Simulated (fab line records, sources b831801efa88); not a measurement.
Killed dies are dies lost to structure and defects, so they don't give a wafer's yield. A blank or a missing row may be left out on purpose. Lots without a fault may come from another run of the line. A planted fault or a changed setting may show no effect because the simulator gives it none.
fab line records | flow sky130
record lots=12 wafers=36 last_day=50
route steps=708 shown POLY_CUT@318 SD_P@330 SD_N@352 LI_CONTACT@363 PAD_OPEN@708
lots that met no fault: from a run of the same line without faults
start_h: hours from the record's first day to the start of the lot's first wafer shown | wait_h: hours since the lot's step before | " the same as in the row above | L1.1+2: a row that stands for several wafers | - no value, or no start given | * or withheld: withheld | < > ~ a bound
route shown NAME@n: a module of which the file shows steps, and the number in the route of the first | usual: mean/standard deviation of fault-free wafers | same: alike in all rows | chamber/n: place in a boat | sites: the reading at each site | _std_site: their standard deviation | _edge_site: outer sites' mean less inner sites' | radius_mm: how far each site lies from the wafer's centre | mask NAME#n: copy n | behind: the tool/chamber that last shaped the wafer | hold: why the lot was held/for how many hours/how that ended | device: the transistor (n, p or np) that didn't switch | end of line: the same wafers' tests at the end of the route | a step without rows: its recipe alone | killed: dies lost to structure and defects at the first sort, not the wafer's yield | map: a wafer's dies, x killed, . not, _ none there
set.NAME: the setting as run; set.NAME@STEP: as run at that earlier step | model.NAME: the simulator's own value behind a step, which no gauge read
steps of the route over a sample of lots; a table a step, a row a wafer
services: from which hour (start_h, from the record's first day; less than 0 if before it) a tool's chamber was out of use, for how many hours, and why
## steps
# step SKY_POLY_CUT_ETCH_11
# recipe target=Si3N4 chemistry=CF4/CH2F2/Ar stop_on=poly-Si source_w=600 bias_w=150 pressure_mtorr=40 cf4_flow_sccm=40 ch2f2_flow_sccm=20 Ar_flow_sccm=150 time_s=42.5 target_depth_a=600
# usual cf4_flow_sccm=40.00/0.11 drypump_motor_current_A=5.6/0.53 oes_product_au=0.830/0.0061 throttle_valve_pct=14.994/0.0085
# columns lot.wafer tool chamber start_h wait_h cf4_flow_sccm drypump_motor_current_A oes_product_au rf_hours_counter_h throttle_valve_pct
L860.2 rie_diel-02 2 562.47 0.0 40.25 6.2 0.838 6 14.992
L860.4 " 0 " " 39.94 5.8 0.837 4 14.990
L860.5 " 2 " " 40.12 6.2 0.830 - 14.999
L861.2 rie_diel-02 0 576.61 0.0 40.17 5.8 0.829 5 15.003
L861.3 " 3 " " 39.99 5.2 0.826 2 14.994
L861.6 " 3 " " 40.08 5.2 0.830 - 14.998
L862.1 rie_diel-02 3 593.46 0.0 39.94 5.2 0.828 2 14.997
L862.2 " 2 " " 40.22 6.1 0.830 7 14.993
L862.3 " 0 " " 39.98 5.8 0.826 5 14.994
L864.2 rie_diel-03 0 617.46 0.0 40.06 5.5 0.838 14 14.997
L864.3 " 1 " " 40.15 5.8 0.827 19 15.000
L864.4 " 2 " " 39.96 6.1 0.826 2 14.984
L865.1 rie_diel-03 3 620.21 0.0 39.86 4.7 0.843 13 14.999
L865.5 " 1 " " 40.06 5.8 0.836 - 15.001
L865.6 " 0 " " 40.06 5.4 0.841 - 15.002
L869.3 rie_diel-02 3 646.16 0.0 40.09 5.2 0.837 4 15.000
L869.4 " 0 " " 39.93 5.9 0.827 6 14.996
L869.6 " 1 " " 40.03 5.8 0.826 - 15.000
L870.1 rie_diel-02 3 657.31 0.0 40.02 5.2 0.825 4 14.988
L870.3 " 1 " " 39.94 5.8 0.831 18 15.006
L870.4 " 2 " " 39.83 6.2 0.831 8 14.987
L872.1 rie_diel-02 0 671.27 0.0 40.09 5.8 0.833 7 15.005
L872.2 " 1 " " 40.07 5.8 0.832 19 14.983
L872.4 " 3 " " 39.84 5.2 0.831 4 14.976
L876.4 rie_diel-03 3 709.06 0.0 40.07 4.7 0.840 15 14.996
L876.5 " 3 " " 40.08 4.7 0.830 - 15.014
L876.6 " 0 " " 39.85 5.5 0.834 - 14.983
L880.1 rie_diel-02 3 752.11 0.0 40.13 5.2 0.835 6 14.991
L880.3 " 0 " " 39.98 5.8 0.831 9 14.992
L880.6 " 3 " " 39.95 5.2 0.824 - 15.000
L879.1 rie_diel-04 3 752.41 0.0 40.07 5.8 0.835 41 14.995
L879.3 " 0 " " 40.15 6.3 0.825 3 14.985
L879.6 " 2 " " 39.96 4.7 0.829 - 15.008
L881.1 rie_diel-02 3 757.82 0.0 39.75 5.2 0.835 7 15.000
L881.2 " 0 " " 40.02 5.8 0.820 9 14.988
L881.3 " 1 " " 39.97 5.8 0.834 21 14.988
# step SKY_SD_P_STRIP_10
# recipe chemistry=O2/N2 power_w=1400 pressure_mtorr=1500 platen_temp_c=withheld o2_flow_sccm=3000 n2_flow_sccm=300 overash_fraction=0.5
# usual drypump_motor_current_A=5.5/0.38 oes_product_au=0.617/0.0047 strip_time_to_endpoint_s=17.49/0.046
# columns lot.wafer tool chamber start_h wait_h drypump_motor_current_A oes_product_au rf_hours_counter_h strip_time_to_endpoint_s
L860.2 plasma_asher-02 0 591.72 0.1 5.9 0.614 16 17.44
L860.4 " 0 " " 5.9 0.628 - 17.45
L860.5 " 1 " " 6.1 0.612 - 17.45
L861.2 plasma_asher-04 0 605.17 0.1 5.6 0.618 98 17.51
L861.3 " 0 " " 5.6 0.619 - 17.55
L861.6 " 1 " " 5.9 0.610 - 17.54
L862.1 plasma_asher-04 1 623.02 0.1 5.9 0.620 100 17.52
L862.2 " 0 " " 5.6 0.619 100 17.53
L862.3 " 0 " " 5.6 0.613 - 17.52
L864.2 plasma_asher-04 1 645.59 0.1 5.9 0.612 102 17.51
L864.3 " 0 " " 5.6 0.612 - 17.50
L864.4 " 1 " " 5.9 0.621 - 17.54
L865.1 plasma_asher-01 0 649.64 0.1 5.1 0.612 72 17.51
L865.5 " 1 " " 5.2 0.619 - 17.49
L865.6 " 0 " " 5.1 0.620 - 17.52
L869.3 plasma_asher-04 0 673.50 0.1 5.6 0.616 - 17.42
L869.4 " 1 " " 5.9 0.632 - 17.46
L869.6 " 0 " " 5.6 0.611 - 17.46
L870.1 plasma_asher-01 1 683.04 0.1 5.2 0.615 75 17.46
L870.3 " 0 " " 5.1 0.622 - 17.45
L870.4 " 1 " " 5.2 0.614 - 17.46
L872.1 plasma_asher-01 1 697.91 0.1 5.2 0.619 76 17.52
L872.2 " 0 " " 5.1 0.625 76 17.54
L872.4 " 0 " " 5.1 0.618 - 17.56
L876.4 plasma_asher-01 0 735.75 0.1 5.1 0.625 - 17.43
L876.5 " 1 " " 5.2 0.612 - 17.39
L876.6 " 0 " " 5.1 0.620 - 17.46
L880.1 plasma_asher-01 0 779.34 0.1 5.1 0.608 85 17.52
L880.3 " 1 " " 5.1 0.614 - 17.52
L880.6 " 1 " " 5.2 0.621 - 17.45
L879.1 plasma_asher-01 1 779.94 0.1 5.2 0.614 85 17.49
L879.3 " 1 " " 5.2 0.606 - 17.49
L879.6 " 0 " " 5.1 0.622 - 17.53
L881.1 plasma_asher-02 1 785.19 0.1 6.1 0.623 36 17.54
L881.2 " 0 " " 5.8 0.624 36 17.55
L881.3 " 1 " " 6.1 0.617 - 17.51
# step SKY_SD_N_IMPLANT_10
# recipe species=P energy_kev=20 dose_cm2=1e+14 tilt_deg=0
# columns lot.wafer tool chamber start_h wait_h
L860.2+4+5 implanter-04 0 650.27 0.1
L861.2+3+6 implanter-01 0 663.29 0.1
L862.1+2+3 implanter-02 0 678.97 0.1
L864.2+3+4 implanter-01 0 699.54 0.1
L865.1+5+6 implanter-01 0 702.44 0.1
L869.3+4+6 implanter-02 0 727.93 0.1
L870.1+3+4 implanter-04 0 738.18 0.1
L872.1+2+4 implanter-01 0 751.54 0.1
L876.4+5+6 implanter-01 0 788.19 0.1
L876.4+5+6 implanter-01 0 788.51 0.3
L880.1+3+6 implanter-01 0 832.38 0.1
L879.1+3+6 implanter-02 0 832.68 0.1
L879.1+3+6 implanter-02 0 832.99 0.3
L881.1+2+3 implanter-04 0 837.54 0.1
# step SKY_SD_N_RS_MEAS_16
# recipe thk_meas_gauge=four-point-probe
# usual SD_N_RS=68.60/0.11
# columns lot.wafer tool chamber start_h wait_h SD_N_RS[ohm/sq]
L860.2 film_metro-04 - 650.80 0.1 68.77
L860.4 " - " " 68.72
L860.5 " - " " 68.71
L861.2 film_metro-02 - 663.87 0.1 68.59
L861.3 " - " " 68.66
L861.6 " - " " 68.54
L862.1 film_metro-02 - 679.51 0.1 68.40
L862.2 " - " " 68.47
L862.3 " - " " 68.46
L864.2 film_metro-02 - 700.07 0.1 68.73
L864.3 " - " " 68.63
L864.4 " - " " 68.70
L865.1 film_metro-01 - 702.98 0.1 68.43
L865.5 " - " " 68.44
L865.6 " - " " 68.38
L869.3 film_metro-01 - 728.45 0.1 68.56
L869.4 " - " " 68.42
L869.6 " - " " 68.36
L870.1 film_metro-02 - 738.71 0.1 68.68
L870.3 " - " " 68.68
L870.4 " - " " 68.67
L872.1 film_metro-04 - 752.08 0.1 68.61
L872.2 " - " " 68.54
L872.4 " - " " 68.55
L876.4 film_metro-02 - 789.03 0.1 66.07
L876.5 " - " " 66.11
L876.6 " - " " 66.15
L880.1 film_metro-01 - 832.92 0.1 68.45
L880.3 " - " " 68.41
L880.6 " - " " 68.59
L879.1 film_metro-04 - 833.53 0.1 66.08
L879.3 " - " " 65.90
L879.6 " - " " 66.09
L881.1 film_metro-02 - 838.08 0.1 68.69
L881.2 " - " " 68.81
L881.3 " - " " 68.68
# step SKY_LI_CONTACT_THK_MEAS_01
# recipe reads=PSG_of_LI_CONTACT_HDPCVD_00
# usual LI_CONTACT_HDPCVD_THK=927/10
# columns lot.wafer tool chamber start_h wait_h LI_CONTACT_HDPCVD_THK[nm]
L860.2 film_metro-01 - 651.32 0.1 927
L860.4 " - " " 914
L860.5 " - " " 916
L861.2 film_metro-01 - 664.35 0.1 930
L861.3 " - " " 922
L861.6 " - " " 920
L862.1 film_metro-02 - 679.99 0.1 923
L862.2 " - " " 940
L862.3 " - " " 928
L864.2 film_metro-04 - 700.54 0.1 932
L864.3 " - " " 932
L864.4 " - " " 921
L865.1 film_metro-01 - 703.46 0.1 923
L865.5 " - " " 924
L865.6 " - " " 920
L869.3 film_metro-04 - 728.91 0.1 931
L869.4 " - " " 918
L869.6 " - " " 931
L870.1 film_metro-04 - 739.19 0.1 934
L870.3 " - " " 923
L870.4 " - " " 924
L872.1 film_metro-01 - 752.56 0.1 941
L872.2 " - " " 933
L872.4 " - " " 923
L876.4 film_metro-04 - 789.99 0.2 939
L876.5 " - " " 931
L876.6 " - " " 940
L880.1 film_metro-02 - 833.40 0.1 925
L880.3 " - " " 939
L880.6 " - " " 915
L879.1 film_metro-04 - 834.01 0.1 903
L879.3 " - " " 913
L879.6 " - " " 919
L881.1 film_metro-01 - 838.56 0.1 929
L881.2 " - " " 934
L881.3 " - " " 931
# step SKY_PAD_OPEN_PROBE_99
# usual killed_at_M0_to_M3=43/6.6 killed_at_M4_up=3.1/1.6 killed_at_contacts=23/5.6 killed_at_front_end=15/4.2 killed_at_other=0.2/0.43 killed_dies=85/9.3 killed_open=46/6.6 killed_short=39/6.2
# same gross_dies=492 killed_at_back_side=0
# columns lot.wafer tool chamber start_h wait_h killed_at_M0_to_M3 killed_at_M4_up killed_at_contacts killed_at_front_end killed_at_other killed_dies killed_open killed_short
L860.2 prober-01 - 1073.31 0.1 49 5 24 15 0 93 47 46
L860.4 prober-01 - 1073.41 0.2 53 2 10 11 1 77 51 26
L860.5 prober-01 - 1073.46 0.2 51 3 23 17 0 94 52 42
L861.2 prober-02 - 1083.38 0.1 44 4 25 14 0 87 42 45
L861.3 prober-02 - 1083.43 0.2 54 9 21 8 0 92 50 42
L861.6 prober-02 - 1083.58 0.2 43 3 25 10 2 83 48 35
L862.1 prober-01 - 1095.47 0.1 39 1 20 21 0 81 49 32
L862.2 prober-01 - 1095.52 0.1 50 4 26 22 0 102 53 49
L862.3 prober-01 - 1095.57 0.2 48 0 12 8 0 68 38 30
L864.2 prober-01 - 1110.48 0.1 46 4 28 22 0 100 57 43
L864.3 prober-01 - 1110.53 0.2 46 3 22 13 0 84 50 34
L864.4 prober-01 - 1110.58 0.2 57 1 22 16 0 96 53 43
L865.1 prober-02 - 1117.39 0.1 30 5 29 7 0 71 43 28
L865.5 prober-02 - 1117.59 0.2 59 2 17 19 0 97 54 43
L865.6 prober-02 - 1117.64 0.2 42 2 26 26 0 96 53 43
L872.1 prober-01 - 1148.94 0.1 46 2 26 17 0 91 60 31
L872.2 prober-01 - 1148.99 0.1 41 3 26 12 0 82 42 40
L872.4 prober-01 - 1149.09 0.2 35 2 17 14 0 68 35 33
L880.1 prober-02 - 1199.85 0.1 31 3 22 14 1 71 40 31
L880.3 prober-02 - 1199.95 0.2 48 4 34 13 1 100 56 44
L880.6 prober-02 - 1200.10 0.2 39 2 21 13 0 75 42 33
L879.1 prober-01 - 1201.35 0.1 45 2 20 18 0 85 41 41
L879.3 prober-01 - 1201.45 0.2 47 2 22 10 0 81 46 35
L879.6 prober-01 - 1201.60 0.2 40 3 32 9 1 85 50 35
L881.1 prober-02 - 1204.39 0.1 52 3 22 17 0 94 50 44
L881.2 prober-02 - 1204.44 0.1 39 6 15 7 0 67 41 26
L881.3 prober-02 - 1204.49 0.2 40 3 21 13 0 77 42 35
# killed by level:class
L860.2 VIA1:geometric_particle:open=12 VIA1:geometric_particle:short=9 CONTACT:geometric_particle:open=8 METAL1:geometric_particle:short=8 VIA3:geometric_particle:open=7 LI_CONTACT:geometric_particle:short=6 POLY_GATE:geometric_particle:short=5 CONTACT:geometric_particle:short=4
L860.4 VIA1:geometric_particle:open=18 VIA2:geometric_particle:open=9 VIA3:geometric_particle:open=8 POLY_GATE:geometric_particle:open=5 CONTACT:geometric_particle:open=5 VIA1:geometric_particle:short=5 METAL2:geometric_particle:short=4 METAL1:geometric_particle:short=3
L860.5 VIA2:geometric_particle:open=11 VIA1:geometric_particle:open=9 LI_CONTACT:geometric_particle:open=8 CONTACT:geometric_particle:open=6 FIELD_ISO:geometric_particle:short=5 POLY_GATE:geometric_particle:open=5 METAL2:geometric_particle:short=5 VIA1:geometric_particle:short=5
L861.2 CONTACT:geometric_particle:open=13 VIA2:geometric_particle:open=7 METAL1:geometric_particle:short=6 VIA1:geometric_particle:open=6 VIA2:geometric_particle:short=6 FIELD_ISO:geometric_particle:short=5 LI_CONTACT:geometric_particle:short=5 VIA3:geometric_particle:open=5
L861.3 VIA3:geometric_particle:open=10 VIA1:geometric_particle:open=10 METAL2:geometric_particle:short=7 VIA2:geometric_particle:open=7 LI_CONTACT:geometric_particle:open=6 VIA3:geometric_particle:short=6 METAL4:geometric_particle:short=6 CONTACT:geometric_particle:open=5
L861.6 VIA2:geometric_particle:open=11 CONTACT:geometric_particle:open=9 LI_CONTACT:geometric_particle:open=7 VIA1:geometric_particle:open=6 VIA3:geometric_particle:open=5 METAL2:geometric_particle:short=5 METAL1:geometric_particle:short=4 FIELD_ISO:geometric_particle:short=3
L862.1 CONTACT:geometric_particle:open=8 FIELD_ISO:geometric_particle:open=7 VIA2:geometric_particle:open=7 VIA3:geometric_particle:open=7 LI_CONTACT:geometric_particle:open=6 METAL2:geometric_particle:short=5 METAL3:geometric_particle:short=5 POLY_GATE:geometric_particle:open=4
L862.2 VIA1:geometric_particle:open=16 CONTACT:geometric_particle:open=11 METAL1:geometric_particle:short=8 FIELD_ISO:geometric_particle:short=7 VIA3:geometric_particle:open=7 LI_CONTACT:geometric_particle:open=5 FIELD_ISO:geometric_particle:open=4 LI_CONTACT:geometric_particle:short=4
L862.3 CONTACT:geometric_particle:open=9 VIA3:geometric_particle:open=9 VIA1:geometric_particle:open=8 METAL1:geometric_particle:short=5 METAL2:geometric_particle:short=5 FIELD_ISO:geometric_particle:short=4 METAL1:geometric_particle:open=4 VIA2:geometric_particle:short=4
L864.2 CONTACT:geometric_particle:open=9 VIA2:geometric_particle:open=9 LI_CONTACT:geometric_particle:open=8 VIA1:geometric_particle:open=8 CONTACT:geometric_particle:short=6 METAL1:geometric_particle:short=6 FIELD_ISO:geometric_particle:open=5 FIELD_ISO:geometric_particle:short=5
L864.3 METAL1:geometric_particle:short=9 VIA2:geometric_particle:open=9 CONTACT:geometric_particle:open=7 VIA1:geometric_particle:open=7 VIA3:geometric_particle:open=6 LI_CONTACT:geometric_particle:open=6 CONTACT:geometric_particle:short=5 POLY_GATE:geometric_particle:open=4
L864.4 VIA1:geometric_particle:open=12 METAL2:geometric_particle:short=11 LI_CONTACT:geometric_particle:open=10 VIA2:geometric_particle:open=8 VIA1:geometric_particle:short=7 VIA3:geometric_particle:open=6 CONTACT:geometric_particle:open=5 CONTACT:geometric_particle:short=5
L865.1 CONTACT:geometric_particle:open=12 LI_CONTACT:geometric_particle:open=9 VIA3:geometric_particle:open=7 VIA1:geometric_particle:open=5 METAL4:geometric_particle:short=4 FIELD_ISO:geometric_particle:short=3 CONTACT:geometric_particle:short=3 METAL1:geometric_particle:short=3
L865.5 VIA1:geometric_particle:open=14 VIA2:geometric_particle:open=14 FIELD_ISO:geometric_particle:short=8 METAL1:geometric_particle:short=8 CONTACT:geometric_particle:open=7 VIA1:geometric_particle:short=6 LI_CONTACT:geometric_particle:open=5 VIA2:geometric_particle:short=4
L865.6 LI_CONTACT:geometric_particle:open=10 VIA2:geometric_particle:open=8 VIA3:geometric_particle:open=8 CONTACT:geometric_particle:open=7 FIELD_ISO:geometric_particle:short=6 POLY_GATE:geometric_particle:open=5 VIA1:geometric_particle:short=5 FIELD_ISO:geometric_particle:open=4
L872.1 CONTACT:geometric_particle:open=14 VIA2:geometric_particle:open=12 VIA3:geometric_particle:open=10 VIA1:geometric_particle:open=7 FIELD_ISO:geometric_particle:open=6 LI_CONTACT:geometric_particle:open=6 METAL3:geometric_particle:short=5 FIELD_ISO:geometric_particle:short=4
L872.2 VIA1:geometric_particle:open=11 CONTACT:geometric_particle:open=7 LI_CONTACT:geometric_particle:open=6 VIA1:geometric_particle:short=6 CONTACT:geometric_particle:short=5 VIA3:geometric_particle:open=5 METAL1:geometric_particle:short=5 VIA3:geometric_particle:short=5
L872.4 VIA1:geometric_particle:open=10 METAL1:geometric_particle:short=7 FIELD_ISO:geometric_particle:open=6 CONTACT:geometric_particle:open=5 VIA3:geometric_particle:open=5 CONTACT:geometric_particle:short=4 FIELD_ISO:geometric_particle:short=3 LI_CONTACT:geometric_particle:open=3
L880.1 LI_CONTACT:geometric_particle:open=7 CONTACT:geometric_particle:short=7 VIA1:geometric_particle:open=7 FIELD_ISO:geometric_particle:open=5 CONTACT:geometric_particle:open=5 FIELD_ISO:geometric_particle:short=4 POLY_GATE:geometric_particle:open=4 METAL2:geometric_particle:short=4
L880.3 VIA1:geometric_particle:open=16 CONTACT:geometric_particle:open=11 LI_CONTACT:geometric_particle:open=9 VIA2:geometric_particle:open=9 LOCAL_INTERCONNECT:geometric_particle:short=7 FIELD_ISO:geometric_particle:open=4 CONTACT:geometric_particle:short=4 METAL1:geometric_particle:short=4
L880.6 VIA1:geometric_particle:open=10 FIELD_ISO:geometric_particle:open=6 VIA2:geometric_particle:open=6 LI_CONTACT:geometric_particle:open=5 CONTACT:geometric_particle:open=5 VIA3:geometric_particle:open=5 LI_CONTACT:geometric_particle:short=4 CONTACT:geometric_particle:short=4
L879.1 LI_CONTACT:geometric_particle:open=8 CONTACT:geometric_particle:open=7 METAL1:geometric_particle:short=7 METAL3:geometric_particle:short=6 VIA1:geometric_particle:open=6 VIA2:geometric_particle:open=6 FIELD_ISO:geometric_particle:open=4 FIELD_ISO:geometric_particle:short=4
L879.3 VIA3:geometric_particle:open=11 LI_CONTACT:geometric_particle:open=8 VIA2:geometric_particle:open=8 VIA1:geometric_particle:open=7 CONTACT:geometric_particle:open=5 VIA1:geometric_particle:short=5 FIELD_ISO:geometric_particle:short=4 LI_CONTACT:geometric_particle:short=4
L879.6 CONTACT:geometric_particle:open=12 LI_CONTACT:geometric_particle:open=10 VIA3:geometric_particle:open=8 VIA1:geometric_particle:open=6 VIA1:geometric_particle:short=5 METAL1:geometric_particle:short=4 POLY_GATE:geometric_particle:open=4 VIA2:geometric_particle:short=4
L881.1 CONTACT:geometric_particle:open=11 METAL2:geometric_particle:short=11 VIA1:geometric_particle:open=8 VIA2:geometric_particle:open=8 FIELD_ISO:geometric_particle:short=5 LI_CONTACT:geometric_particle:open=5 METAL1:geometric_particle:short=5 VIA1:geometric_particle:short=5
L881.2 VIA1:geometric_particle:open=10 VIA3:geometric_particle:open=9 CONTACT:geometric_particle:open=6 METAL4:geometric_particle:short=5 LOCAL_INTERCONNECT:geometric_particle:short=4 VIA1:geometric_particle:short=4 FIELD_ISO:geometric_particle:open=3 METAL2:geometric_particle:open=3
L881.3 VIA2:geometric_particle:open=11 CONTACT:geometric_particle:open=8 VIA1:geometric_particle:open=7 POLY_GATE:geometric_particle:short=7 CONTACT:geometric_particle:short=6 METAL2:geometric_particle:short=5 LI_CONTACT:geometric_particle:open=4 VIA3:geometric_particle:open=4
## services
# columns tool chamber start_h hours kind
rie_diel-02 0 544.32 13.7 repair
implanter-04 - 579.69 4.3 repair
rie_diel-03 - 600.12 0.2 repair
implanter-02 - 605.16 3.6 repair
rie_diel-02 3 617.56 4.7 repair
implanter-01 - 622.93 3.5 pm
implanter-01 - 629.99 1.0 repair
rie_diel-03 1 631.98 4.4 repair
implanter-02 - 641.98 4.1 pm
implanter-01 - 645.76 4.9 repair
plasma_asher-01 - 653.20 4.3 repair
rie_diel-03 3 653.56 5.6 repair
implanter-04 - 655.76 3.0 repair
rie_diel-02 3 685.81 13.3 repair
plasma_asher-04 - 697.66 2.4 repair
rie_diel-02 - 721.08 1.2 repair
implanter-04 - 729.33 3.7 repair
implanter-02 - 732.05 7.8 repair
plasma_asher-04 - 733.75 9.0 pm
implanter-02 - 741.53 12.1 pm
rie_diel-02 2 749.53 5.1 repair
plasma_asher-04 - 793.73 17.9 pm
implanter-02 - 810.22 3.8 repair
rie_diel-02 0 825.03 2.8 repair
## key
first_sign step=SKY_SD_N_IMPLANT_10 reading=visit direction=added
effect step=SKY_SD_N_RS_MEAS_16 reading=SD_N_RS direction=down sigmas=23 usual=68.60 struck=66.07
met_at SKY_SD_N_IMPLANT_10
struck_lots L876,L879
tester_left_out L876,L879
not_acting_at SKY_POLY_CUT_ETCH_11,SKY_SD_P_STRIP_10,SKY_LI_CONTACT_THK_MEAS_01
fault kind=repeated_step_whole tool=implanter-01,implanter-02,implanter-04 chamber=- onset_h=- steps=SKY_SD_N_IMPLANT_10 times=1 scope=struck_lots_only
# tester_left_out: of these lots the tester's yield and bins aren't shown, on N5 and GAA mostly nor the transistor test; their killed dies are dies lost to structure and defects alone, not to doping, threshold or leakage, so they don't give the yield
